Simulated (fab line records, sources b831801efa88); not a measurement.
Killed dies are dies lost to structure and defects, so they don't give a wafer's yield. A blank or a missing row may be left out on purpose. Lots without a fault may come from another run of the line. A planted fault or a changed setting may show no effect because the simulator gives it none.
Chamber matching | flow sky130 | SKY_VIA4_ETCH_12 on rie_diel-04: 3 sister chambers
The step etches SiO2 in C4F8/O2/Ar, stops on TiN, target depth 580 nm. 6 wafers are shown with their chamber, then 5 later ones without.

WAFERS WITH THEIR CHAMBER
wafer  | chamber | chamber_pressure_mTorr (mTorr) | oes_product_au (a.u.)
L075.6 | 3       | 39.99                          | 0.928
L092.1 | 0       | 39.97                          | 0.928
L092.3 | 2       | 40.08                          | 0.934
L092.4 | 2       | 40.04                          | 0.930
L094.1 | 3       | 39.98                          | 0.918
L094.3 | 0       | 39.93                          | 0.927

WAFERS WITHOUT THEIR CHAMBER
wafer  | chamber_pressure_mTorr (mTorr) | oes_product_au (a.u.)
L097.1 | 40.00                          | 0.923
L097.2 | 40.04                          | 0.926
L097.3 | 39.99                          | 0.925
L097.5 | 39.96                          | 0.922
L097.6 | 40.00                          | 0.932

WHICH CHAMBER EACH WENT THROUGH
wafer  | from the rows above          | in truth
L097.1 | can't be placed: 3 or 0      | 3
L097.2 | can't be placed: 2 or 3      | 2
L097.3 | can't be placed: 3 or 0      | 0
L097.5 | can't be placed: 3 or 0      | 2
L097.6 | can't be placed: 3 or 0 or 2 | 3
Placed correctly: 0 of 5. Can't be placed from these rows: 5 (the true chamber is among the candidates in 4). Placed wrongly: 0.
How it was worked out, from the rows above alone: a wafer's distance from a chamber is the root of the sum, over the readings, of the square of ((its reading less the chamber's mean) divided by the reading's scatter). The wafer belongs to the nearest chamber; if the next one is less than 2 further off, it can't be placed. A chamber's mean is the mean of its shown wafers. The scatter: the root of (the sum of the squares of (reading less its chamber's mean) over the shown wafers, divided by (wafers less chambers)).
